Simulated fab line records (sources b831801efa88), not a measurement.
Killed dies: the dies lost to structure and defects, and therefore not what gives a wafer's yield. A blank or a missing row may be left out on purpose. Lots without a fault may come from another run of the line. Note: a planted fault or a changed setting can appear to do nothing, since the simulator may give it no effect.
The same fault as seen by 2 desks    flow sky130    every desk sees just its own numbers, and what lay behind them comes last

## THE TOOL OWNER'S DESK: krf scanner-01
The tool's own readings at SKY_CONTACT_EXPOSE_11 (exposes mask CTM1, target cd 170 nm): means of the sampled wafers that have a number, for each lot that ran on this tool. A lot is out of limits, marked OUT, if its mean lies more than 4 standard deviations from the usual mean; the brackets give that distance.
Columns: A = stage vel mm s at SKY_CONTACT_EXPOSE_11, usual 500.00 mm/s
lot   first seen here  A
L658  day 31 09:26     499.80
L659  day 31 19:45     500.11
L660  day 32 02:59     499.66
L662  day 32 21:35     500.06
L664  day 33 21:55     499.96
L666  day 35 00:28     499.84
L671  day 36 02:11     500.02
This desk's finding: nothing out of limits on any of the 7 lots.

## THE METROLOGY DESK
What the gauges read for every lot (on any tool): the sampled wafers with a number, averaged. A lot is out of limits, marked OUT, if its mean lies more than 4 standard deviations from the usual mean; the brackets give that distance.
Columns: A = cd nm at SKY_LOCAL_INTERCONNECT_CD_MEAS_11, usual 169.5 nm; B = CONTACT_OVL at SKY_CONTACT_OVL_MEAS_15, usual -1 nm; C = CONTACT_W_RS at SKY_CONTACT_RS_MEAS_25, usual 0.340 ohm/sq
lot   first seen here  A      B             C
L658  day 30 17:59     169.9  -6            0.336
L659  day 31 04:48     168.2  -1            0.343
L660  day 31 11:28     171.7  1             0.342
L661  day 32 05:25     169.4  -3            0.341
L662  day 32 05:46     168.1  -4            0.339
L664  day 33 06:52     172.4  69 (+17) OUT  0.340
L666  day 34 09:39     169.5  66 (+16) OUT  0.339
L670  day 34 22:24     168.2  -4            0.349
L671  day 35 11:08     168.4  71 (+17) OUT  0.345
L675  day 36 10:43     171.5  2             0.341
L680  day 38 02:04     171.1  -2            0.344
Per this desk, out of limits: L664, L666, L671; the first was L664, day 34 11:26 (CONTACT_OVL at SKY_CONTACT_OVL_MEAS_15). In limits: L658, L659, L660, L661, L662, L670, L675, L680.

## PUT TOGETHER
The metrology desk could have raised an alarm at day 34 11:26, on L664, L666, L671.
Nothing out of limits was seen by the tool owner's desk.
Tool owner's desk: L664, L666, L671 on record, inside its limits.
On krf scanner-01, each named lot ran SKY_CONTACT_EXPOSE_11.

## WHAT WAS PUT IN BY THE SIMULATOR
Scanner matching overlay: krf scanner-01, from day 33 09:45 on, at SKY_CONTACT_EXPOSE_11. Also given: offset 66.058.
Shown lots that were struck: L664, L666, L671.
Time in hours between the start of the fault and the first out-of-limits reading at each desk: metrology desk, 26.
